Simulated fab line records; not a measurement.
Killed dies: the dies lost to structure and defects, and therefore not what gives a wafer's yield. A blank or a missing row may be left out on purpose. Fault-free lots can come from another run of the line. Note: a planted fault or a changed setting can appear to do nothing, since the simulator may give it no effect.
8D (eight disciplines) problem report, filled in by code | flow sky130 | the parts of the form that need people (team, actions taken, sign-off) are left out

== 1. WHAT WENT WRONG ==
Mean SONOS_ONO_OXIDATION_THK at SKY_SONOS_ONO_THK_MEAS_01: 3.68 nm over 9 wafers in 3 lots; fault-free wafers: 2.62 nm, standard deviation 0.049. That puts it +22 standard deviations away from the usual mean.
Seen first at day 14 14:56 on film_metro-02, wafer L704.1. At this step, 39 wafers from 13 lots have a number in the record. By rule, "out" or "out of limits" means more than 4 standard deviations away from the usual mean. All remaining wafers that have a number are taken as sound.

== 2. WHAT THIS IS AND IS NOT ==
question                    | is                                          | is not
which readings at this step | SONOS_ONO_OXIDATION_THK                     | -
which lots                  | L704, L705, L706                            | L696, L697, L698, L699, L700, L701, L707, L717, L718, L719
which wafers of those lots  | all that have a number                      | -
read on which gauges        | film_metro-02, film_metro-03, film_metro-04 | -
when                        | from day 14 14:56                           | up to then (18 sound wafers); but 12 sound wafers of L707, L717, L718, L719 came after

== 3. WHAT RULES OUT EACH SUSPECT ==
Counting: a tool at any process step up to the reading remains a suspect when it ran all the lots that are out and ran no sound lot after the first of those.
- the gauge at SKY_SONOS_ONO_THK_MEAS_01: ruled out. 3 gauges (film_metro-02, film_metro-03, film_metro-04) read the wafers that are out.
- furnace-01 at SKY_SONOS_ONO_OXIDATION_00 (stabilise 600 s, purge 300 s, target thk 2.6 nm): ruled out as a lasting fault. Following L704 (day 14 13:35), the first lot on it that is out, the sound lots L717, L718, L719 were run on it.
Left after counting: nothing in the record.

== 4. THE CAUSE (what the simulator had put in) ==
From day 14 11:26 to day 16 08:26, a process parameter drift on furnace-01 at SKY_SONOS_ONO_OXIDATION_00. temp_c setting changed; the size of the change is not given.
The count ruled it out by mistake, since the rule takes a fault to strike every lot its tool runs from the start of the fault on, and this one did not do so.

== 5. THE EFFECT CHAIN, in route order ==
Each row: a reading whose mean over the struck wafers that have a number lies more than 3 standard deviations from the usual. Only readings whose record carries a usual standard deviation are examined. hours: median over the lots of the time between each lot's start at the first step of this table that gives one and its start at this step. sigmas: the change, counted in usual standard deviations.
hours | step                       | reading                 | usual    | on struck wafers | change | sigmas
0     | SKY_SONOS_ONO_OXIDATION_00 | spike_tc_bottom_C       | 818.3 C  | 844.1            | +25.8  | +11
0     | SKY_SONOS_ONO_OXIDATION_00 | spike_tc_centre_C       | 801.4 C  | 826.7            | +25.3  | +21
0     | SKY_SONOS_ONO_OXIDATION_00 | spike_tc_lower_C        | 801.1 C  | 825.8            | +24.7  | +21
0     | SKY_SONOS_ONO_OXIDATION_00 | spike_tc_top_C          | 812.9 C  | 838.2            | +25.3  | +17
0     | SKY_SONOS_ONO_OXIDATION_00 | spike_tc_upper_C        | 799.9 C  | 824.4            | +24.5  | +25
0     | SKY_SONOS_ONO_OXIDATION_00 | tube_center_temp_C      | 799.99 C | 824.66           | +24.67 | +99 or more
0     | SKY_SONOS_ONO_OXIDATION_00 | tube_center_temp_C_max  | 802.0    | 826.7            | +24.7  | +73
1     | SKY_SONOS_ONO_THK_MEAS_01  | SONOS_ONO_OXIDATION_THK | 2.62 nm  | 3.68             | +1.06  | +22
Here are the process steps it includes:
- SKY_SONOS_ONO_OXIDATION_00: stabilise 600 s, purge 300 s, target thk 2.6 nm.

== 6. HOW IT WOULD HAVE BEEN CAUGHT EARLIER ==
4 hours passed between the start of the fault at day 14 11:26 and the first reading out of limits at a measuring or inspecting step in this record, taken at day 14 14:56.
At SKY_SONOS_ONO_OXIDATION_00, the tool's own readings (spike_tc_bottom_C, spike_tc_centre_C, spike_tc_lower_C, spike_tc_top_C, spike_tc_upper_C, tube_center_temp_C, tube_center_temp_C_max) were out on each struck wafer the step has a row for, so an alarm limit on them would have fired on the first such wafer.
